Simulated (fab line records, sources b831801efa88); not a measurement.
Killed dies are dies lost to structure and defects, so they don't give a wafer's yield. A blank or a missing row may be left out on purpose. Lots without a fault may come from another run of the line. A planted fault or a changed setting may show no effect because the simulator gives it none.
A sampling plan put to the test | flow gf180mcu | one fab line, 44 faults that these records tell of, each judged on the records of the lots that it struck
The plan is the line's own looks: the steps of the route at which a gauge or an inspection reads the wafer and doesn't change it. A look can be judged if struck wafers have a number there and the file gives its usual mean and standard deviation on fault-free wafers. Caught: at a look after the fault's first step, the mean of the struck wafers lies 4 or more of those standard deviations (sigma) from the usual mean. On the tool: the same test on the tool's own readings at the fault's steps. Another recipe on the struck wafers, or a record that is blank for them alone, also counts as caught.

THE FAULTS, as the simulator had put them in
1. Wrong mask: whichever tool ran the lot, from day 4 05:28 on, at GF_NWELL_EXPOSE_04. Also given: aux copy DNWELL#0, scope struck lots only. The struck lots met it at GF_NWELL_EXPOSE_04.
2. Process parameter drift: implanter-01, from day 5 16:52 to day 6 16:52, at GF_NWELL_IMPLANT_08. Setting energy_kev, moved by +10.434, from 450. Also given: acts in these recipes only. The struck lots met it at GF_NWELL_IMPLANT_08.
3. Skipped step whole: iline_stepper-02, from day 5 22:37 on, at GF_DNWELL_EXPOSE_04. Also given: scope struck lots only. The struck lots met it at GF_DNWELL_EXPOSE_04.
4. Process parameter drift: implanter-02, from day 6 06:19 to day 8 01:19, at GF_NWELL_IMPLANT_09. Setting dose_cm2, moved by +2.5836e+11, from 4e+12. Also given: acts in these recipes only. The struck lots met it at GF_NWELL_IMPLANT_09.
5. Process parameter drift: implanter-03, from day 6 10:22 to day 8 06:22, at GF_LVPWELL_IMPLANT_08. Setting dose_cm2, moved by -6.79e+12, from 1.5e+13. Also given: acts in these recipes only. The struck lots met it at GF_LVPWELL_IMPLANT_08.
6. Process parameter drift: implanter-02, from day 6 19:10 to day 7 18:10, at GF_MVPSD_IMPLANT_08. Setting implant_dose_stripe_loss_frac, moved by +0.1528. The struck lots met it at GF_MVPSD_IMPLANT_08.
7. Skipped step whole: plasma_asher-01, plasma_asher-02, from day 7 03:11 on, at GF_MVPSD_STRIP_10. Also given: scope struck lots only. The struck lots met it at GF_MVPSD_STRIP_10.
8. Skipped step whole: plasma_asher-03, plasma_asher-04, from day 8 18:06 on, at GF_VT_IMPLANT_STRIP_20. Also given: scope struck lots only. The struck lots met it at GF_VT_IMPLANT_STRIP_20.
9. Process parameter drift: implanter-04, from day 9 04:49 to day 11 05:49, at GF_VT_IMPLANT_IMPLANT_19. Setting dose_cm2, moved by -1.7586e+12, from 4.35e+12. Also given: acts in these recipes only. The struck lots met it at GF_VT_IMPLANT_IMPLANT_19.
10. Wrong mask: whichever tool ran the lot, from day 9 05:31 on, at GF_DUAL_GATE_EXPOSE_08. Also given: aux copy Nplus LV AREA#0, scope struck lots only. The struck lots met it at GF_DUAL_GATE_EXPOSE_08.
11. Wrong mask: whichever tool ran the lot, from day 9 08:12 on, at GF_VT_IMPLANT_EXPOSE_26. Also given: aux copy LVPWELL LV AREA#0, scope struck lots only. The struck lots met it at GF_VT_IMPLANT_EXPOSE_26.
12. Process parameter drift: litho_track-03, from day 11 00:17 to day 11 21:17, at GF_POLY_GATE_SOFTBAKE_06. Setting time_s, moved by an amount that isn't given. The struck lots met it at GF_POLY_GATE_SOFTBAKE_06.
13. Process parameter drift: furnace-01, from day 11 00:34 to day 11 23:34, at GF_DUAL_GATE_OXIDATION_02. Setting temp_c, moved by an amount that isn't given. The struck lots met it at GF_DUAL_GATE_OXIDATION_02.
14. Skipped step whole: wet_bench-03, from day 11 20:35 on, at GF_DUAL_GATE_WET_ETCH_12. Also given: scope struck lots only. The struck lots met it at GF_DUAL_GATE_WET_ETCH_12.
15. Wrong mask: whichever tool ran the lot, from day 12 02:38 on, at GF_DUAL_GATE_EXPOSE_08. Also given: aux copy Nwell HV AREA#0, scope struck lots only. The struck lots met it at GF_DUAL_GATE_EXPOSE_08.
16. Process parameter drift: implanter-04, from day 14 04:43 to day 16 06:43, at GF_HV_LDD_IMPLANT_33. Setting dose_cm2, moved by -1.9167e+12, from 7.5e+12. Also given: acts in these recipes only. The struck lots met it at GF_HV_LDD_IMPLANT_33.
17. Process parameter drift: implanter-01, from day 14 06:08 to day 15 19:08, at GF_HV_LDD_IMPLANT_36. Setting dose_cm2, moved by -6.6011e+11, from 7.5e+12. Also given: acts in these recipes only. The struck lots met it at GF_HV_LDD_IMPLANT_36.
18. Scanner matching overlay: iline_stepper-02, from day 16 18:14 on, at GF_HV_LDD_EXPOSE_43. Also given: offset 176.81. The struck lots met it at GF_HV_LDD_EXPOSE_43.
19. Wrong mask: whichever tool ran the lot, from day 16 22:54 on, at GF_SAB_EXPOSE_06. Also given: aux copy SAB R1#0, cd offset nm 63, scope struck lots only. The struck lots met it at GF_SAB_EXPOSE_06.
20. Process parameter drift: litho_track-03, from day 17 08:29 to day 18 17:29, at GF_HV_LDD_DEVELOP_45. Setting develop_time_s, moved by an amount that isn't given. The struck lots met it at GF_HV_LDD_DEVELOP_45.
21. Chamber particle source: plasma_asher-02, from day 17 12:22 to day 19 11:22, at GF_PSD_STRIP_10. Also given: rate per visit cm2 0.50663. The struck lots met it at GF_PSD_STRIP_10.
22. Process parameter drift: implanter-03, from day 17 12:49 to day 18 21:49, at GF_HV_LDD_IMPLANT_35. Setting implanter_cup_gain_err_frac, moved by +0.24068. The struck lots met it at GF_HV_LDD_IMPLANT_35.
23. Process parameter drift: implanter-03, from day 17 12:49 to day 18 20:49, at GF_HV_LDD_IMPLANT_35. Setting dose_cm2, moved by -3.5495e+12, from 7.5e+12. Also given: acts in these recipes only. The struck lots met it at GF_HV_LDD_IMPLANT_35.
24. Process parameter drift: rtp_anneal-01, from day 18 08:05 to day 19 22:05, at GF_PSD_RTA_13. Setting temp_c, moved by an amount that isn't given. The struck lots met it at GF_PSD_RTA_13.
25. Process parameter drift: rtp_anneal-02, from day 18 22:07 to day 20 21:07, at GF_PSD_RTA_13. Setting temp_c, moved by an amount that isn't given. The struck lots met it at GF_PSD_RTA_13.
26. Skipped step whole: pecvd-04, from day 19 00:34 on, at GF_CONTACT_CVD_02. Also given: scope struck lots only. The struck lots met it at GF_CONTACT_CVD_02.
27. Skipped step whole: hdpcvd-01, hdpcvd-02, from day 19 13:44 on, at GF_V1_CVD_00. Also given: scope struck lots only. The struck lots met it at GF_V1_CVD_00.
28. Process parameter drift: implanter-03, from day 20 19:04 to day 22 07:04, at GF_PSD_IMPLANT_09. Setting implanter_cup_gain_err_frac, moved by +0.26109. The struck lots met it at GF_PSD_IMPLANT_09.
29. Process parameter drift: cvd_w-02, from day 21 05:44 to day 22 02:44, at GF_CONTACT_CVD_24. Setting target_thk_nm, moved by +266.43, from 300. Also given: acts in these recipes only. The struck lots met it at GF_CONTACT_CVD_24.
30. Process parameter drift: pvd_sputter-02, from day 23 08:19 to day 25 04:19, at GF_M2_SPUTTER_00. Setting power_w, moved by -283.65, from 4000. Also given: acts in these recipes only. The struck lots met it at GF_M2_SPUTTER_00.
31. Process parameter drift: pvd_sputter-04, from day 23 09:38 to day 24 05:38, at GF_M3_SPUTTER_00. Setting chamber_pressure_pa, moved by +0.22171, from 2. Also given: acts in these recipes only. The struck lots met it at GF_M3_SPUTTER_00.
32. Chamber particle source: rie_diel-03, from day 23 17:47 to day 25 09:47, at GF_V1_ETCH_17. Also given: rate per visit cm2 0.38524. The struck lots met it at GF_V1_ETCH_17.
33. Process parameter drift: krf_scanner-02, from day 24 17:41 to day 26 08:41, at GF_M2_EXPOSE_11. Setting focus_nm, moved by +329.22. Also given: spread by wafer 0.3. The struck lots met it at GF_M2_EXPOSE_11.
34. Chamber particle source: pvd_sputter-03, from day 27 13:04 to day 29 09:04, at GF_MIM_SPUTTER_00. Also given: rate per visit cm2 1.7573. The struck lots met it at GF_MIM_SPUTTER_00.
35. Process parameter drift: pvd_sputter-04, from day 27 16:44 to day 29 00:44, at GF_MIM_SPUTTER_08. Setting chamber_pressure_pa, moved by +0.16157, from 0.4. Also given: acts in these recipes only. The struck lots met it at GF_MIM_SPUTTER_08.
36. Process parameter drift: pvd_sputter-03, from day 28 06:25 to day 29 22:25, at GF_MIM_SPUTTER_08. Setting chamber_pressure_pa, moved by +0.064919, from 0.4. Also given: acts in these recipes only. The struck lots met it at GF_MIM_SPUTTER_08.
37. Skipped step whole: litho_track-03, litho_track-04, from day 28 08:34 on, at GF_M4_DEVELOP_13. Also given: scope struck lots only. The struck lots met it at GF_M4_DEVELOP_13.
38. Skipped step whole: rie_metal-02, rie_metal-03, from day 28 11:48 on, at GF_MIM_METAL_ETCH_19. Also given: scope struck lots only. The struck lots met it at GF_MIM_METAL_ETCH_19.
39. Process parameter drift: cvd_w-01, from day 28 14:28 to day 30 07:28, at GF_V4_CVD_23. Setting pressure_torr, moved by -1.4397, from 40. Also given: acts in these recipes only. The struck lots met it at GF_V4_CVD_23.
40. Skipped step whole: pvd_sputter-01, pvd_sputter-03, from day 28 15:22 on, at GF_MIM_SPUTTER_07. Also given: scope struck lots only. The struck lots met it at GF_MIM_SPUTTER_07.
41. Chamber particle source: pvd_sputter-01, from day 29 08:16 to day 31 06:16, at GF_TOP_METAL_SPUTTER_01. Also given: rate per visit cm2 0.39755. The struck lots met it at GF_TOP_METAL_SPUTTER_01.
42. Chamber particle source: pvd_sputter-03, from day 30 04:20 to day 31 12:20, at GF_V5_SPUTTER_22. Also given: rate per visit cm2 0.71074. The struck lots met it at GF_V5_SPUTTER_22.
43. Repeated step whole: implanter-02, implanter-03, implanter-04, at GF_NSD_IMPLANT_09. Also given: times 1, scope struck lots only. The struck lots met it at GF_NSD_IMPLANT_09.
44. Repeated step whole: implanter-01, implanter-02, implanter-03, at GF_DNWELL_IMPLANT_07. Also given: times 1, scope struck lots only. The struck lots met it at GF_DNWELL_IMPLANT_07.

WHAT THE PLAN SAW
fault | on the tool itself                               | first look that catches it                      | reading, sigma                                                          | median hours from its first step to that look | hours from the fault's start to the first struck lot there | judged looks passed uncaught
1     | under 2 sigma                                    | GF_NWELL_TW_MEAS_11                             | NWELL_TW -99 or beyond                                                  | 6.9                                           | 9                                                          | 0
2     | beam_energy_keV +70 sigma                        | no look after it can be judged                  | -                                                                       | -                                             | -                                                          | 0
3     | no reading that can be judged                    | GF_DNWELL_TW_MEAS_09                            | DNWELL_TW -99 or beyond                                                 | 7.1                                           | 9                                                          | 0
4     | dose_ions_cm2 +57 sigma                          | none of the 4 looks that can be judged after it | strongest: NWELL_RS at GF_VT_IMPLANT_RS_MEAS_47, -3.1                   | -                                             | -                                                          | 4
5     | dose_ions_cm2 -99 or beyond sigma                | GF_LVPWELL_TW_MEAS_11                           | LVPWELL_TW -18                                                          | 0.4                                           | 12                                                         | 0
6     | no reading that can be judged                    | none of the 2 looks that can be judged after it | strongest: MVPSD_RS at GF_VT_IMPLANT_RS_MEAS_49, +3.0                   | -                                             | -                                                          | 2
7     | the tool's record is blank for the struck wafers | GF_VT_IMPLANT_TW_MEAS_10                        | VT_IMPLANT_TW -99 or beyond                                             | 15.3                                          | 19                                                         | 0
8     | the tool's record is blank for the struck wafers | GF_VT_IMPLANT_TW_MEAS_32                        | VT_IMPLANT_3_TW -99 or beyond                                           | 16.5                                          | 20                                                         | 0
9     | dose_ions_cm2 -99 or beyond sigma                | GF_VT_IMPLANT_TW_MEAS_21                        | VT_IMPLANT_2_TW -20                                                     | 0.2                                           | 15                                                         | 0
10    | under 2 sigma                                    | no look after it can be judged                  | -                                                                       | -                                             | -                                                          | 0
11    | under 2 sigma                                    | GF_VT_IMPLANT_TW_MEAS_32                        | VT_IMPLANT_3_TW -99 or beyond                                           | 8.4                                           | 11                                                         | 0
12    | run_length_s +63 sigma                           | none of the 2 looks that can be judged after it | -                                                                       | -                                             | -                                                          | 2
13    | tube_center_temp_C -79 sigma                     | not the one look that can be judged after it    | strongest: DUAL_GATE_OXIDATION_00_THK at GF_DUAL_GATE_THK_MEAS_03, -3.9 | -                                             | -                                                          | 1
14    | the tool's record is blank for the struck wafers | no look after it can be judged                  | -                                                                       | -                                             | -                                                          | 0
15    | no reading that can be judged                    | no look after it can be judged                  | -                                                                       | -                                             | -                                                          | 0
16    | dose_ions_cm2 -99 or beyond sigma                | GF_HV_LDD_RS_MEAS_53                            | HV_LDD_RS +5.5                                                          | 22.8                                          | 49                                                         | 1
17    | dose_ions_cm2 -81 sigma                          | no look after it can be judged                  | -                                                                       | -                                             | -                                                          | 0
18    | under 2 sigma                                    | GF_HV_LDD_OVL_MEAS_47                           | HV_LDD_03_OVL +99 or beyond                                             | 11.2                                          | 22                                                         | 0
19    | no reading that can be judged                    | GF_SAB_CD_MEAS_09                               | cd_nm +33                                                               | 11.5                                          | 21                                                         | 0
20    | no reading that can be judged                    | none of the 2 looks that can be judged after it | strongest: cd_nm at GF_HV_LDD_CD_MEAS_46, +3.4                          | -                                             | -                                                          | 2
21    | under 2 sigma                                    | none of the 2 looks that can be judged after it | -                                                                       | -                                             | -                                                          | 2
22    | faraday_current_uA +10 sigma                     | GF_HV_LDD_RS_MEAS_53                            | HV_LDD_RS +5.0                                                          | 24.9                                          | 33                                                         | 1
23    | dose_ions_cm2 -99 or beyond sigma                | GF_HV_LDD_TW_MEAS_38                            | HV_LDD_3_TW -7.3                                                        | 0.4                                           | 9                                                          | 0
24    | wafer_temp_C_max +17 sigma                       | GF_PSD_RS_MEAS_14                               | NSD_RS -35                                                              | 0.1                                           | 13                                                         | 0
25    | wafer_temp_C_max +27 sigma                       | GF_PSD_RS_MEAS_14                               | NSD_RS -54                                                              | 0.1                                           | 11                                                         | 0
26    | the tool's record is blank for the struck wafers | none of the 2 looks that can be judged after it | strongest: CONTACT_BOW at GF_CONTACT_BOW_MEAS_05, -3.2                  | -                                             | -                                                          | 2
27    | the tool's record is blank for the struck wafers | not the one look that can be judged after it    | strongest: V1_BOW at GF_V1_BOW_MEAS_05, -3.5                            | -                                             | -                                                          | 1
28    | faraday_current_uA +14 sigma                     | GF_PSD_TW_MEAS_11                               | PSD_TW -7.9                                                             | 0.2                                           | 7                                                          | 0
29    | under 2 sigma                                    | GF_CONTACT_RS_MEAS_25                           | CONTACT_W_RS -40                                                        | 0.1                                           | 6                                                          | 0
30    | cathode_dc_power_W -99 or beyond sigma           | no look after it can be judged                  | -                                                                       | -                                             | -                                                          | 0
31    | chamber_pressure_pa +54 sigma                    | no look after it can be judged                  | -                                                                       | -                                             | -                                                          | 0
32    | under 2 sigma                                    | no look after it can be judged                  | -                                                                       | -                                             | -                                                          | 0
33    | exposure_dose_mJ_cm2 -54 sigma                   | GF_M2_CD_MEAS_14                                | cd_nm -19                                                               | 10.4                                          | 28                                                         | 0
34    | under 2 sigma                                    | not the one look that can be judged after it    | -                                                                       | -                                             | -                                                          | 1
35    | chamber_pressure_pa +99 or beyond sigma          | GF_MIM_RS_MEAS_10                               | MIM_ALCU_RS +6.9                                                        | 0.1                                           | 13                                                         | 0
36    | chamber_pressure_pa +82 sigma                    | not the one look that can be judged after it    | strongest: MIM_ALCU_RS at GF_MIM_RS_MEAS_10, +2.8                       | -                                             | -                                                          | 1
37    | no reading that can be judged                    | no look after it can be judged                  | -                                                                       | -                                             | -                                                          | 0
38    | the tool's record is blank for the struck wafers | no look after it can be judged                  | -                                                                       | -                                             | -                                                          | 0
39    | chamber_pressure_Torr -17 sigma                  | not the one look that can be judged after it    | -                                                                       | -                                             | -                                                          | 1
40    | the tool's record is blank for the struck wafers | no look after it can be judged                  | -                                                                       | -                                             | -                                                          | 0
41    | under 2 sigma                                    | not the one look that can be judged after it    | -                                                                       | -                                             | -                                                          | 1
42    | under 2 sigma                                    | not the one look that can be judged after it    | -                                                                       | -                                             | -                                                          | 1
43    | no reading that can be judged                    | GF_PSD_RS_MEAS_14                               | NSD_RS -25                                                              | 22.8                                          | -                                                          | 0
44    | no reading that can be judged                    | GF_DNWELL_TW_MEAS_09                            | DNWELL_TW +33                                                           | 0.6                                           | -                                                          | 0
A dash: the fault isn't caught, or these records don't give the number.

Caught at a look: 20 of 44. Caught on the tool: 26 of 44. By one or the other: 34 of 44.
Caught on the tool alone: faults 2, 4, 12, 13, 14, 17, 26, 27, 30, 31, 36, 38, 39, 40.
Caught at a look alone: faults 1, 3, 11, 18, 19, 29, 43, 44.
Caught by neither: faults 6, 10, 15, 20, 21, 32, 34, 37, 41, 42.

THINNER SAMPLING
If the look that catches a fault measured only every second or every third lot, by lot number, the first struck lot would be measured this late in the worst case:
fault | struck lots at that look, in order of time | every lot | every second lot | every third lot
1     | L772                                       | 9 h       | may miss it      | may miss it
3     | L318, L319                                 | 9 h       | 13 h             | may miss all 2
5     | L557, L560                                 | 12 h      | 29 h             | may miss all 2
7     | L647, L648, L649                           | 19 h      | 26 h             | 30 h
8     | L251, L252                                 | 20 h      | 25 h             | may miss all 2
9     | L151, L152                                 | 15 h      | 24 h             | may miss all 2
11    | L543                                       | 11 h      | may miss it      | may miss it
16    | L601, L602                                 | 49 h      | 63 h             | may miss all 2
18    | L145, L146, L147                           | 22 h      | 33 h             | 38 h
19    | L758                                       | 21 h      | may miss it      | may miss it
22    | L849, L850                                 | 33 h      | 44 h             | may miss all 2
23    | L236, L237, L238                           | 9 h       | 19 h             | 29 h
24    | L557, L559, L560                           | 13 h      | 36 h             | may miss all 3
25    | L909, L913                                 | 11 h      | may miss all 2   | may miss all 2
28    | L855, L857                                 | 7 h       | may miss all 2   | may miss all 2
29    | L673, L674                                 | 6 h       | 13 h             | may miss all 2
33    | L373, L375                                 | 28 h      | may miss all 2   | may miss all 2
35    | L824, L825                                 | 13 h      | 19 h             | may miss all 2
Hours are from the fault's start to the first struck lot that is measured. The limit of 4 sigma was tested on all struck wafers together, so one lot alone may lie under it. Other struck lots may not be in these records.

THE LONGEST TIMED WAY FROM STEP TO LOOK
Fault 22: a median of 24.9 hours passes between GF_HV_LDD_IMPLANT_35 and GF_HV_LDD_RS_MEAS_53. The look between them that can be judged stayed within 4 sigma: GF_HV_LDD_TW_MEAS_38.
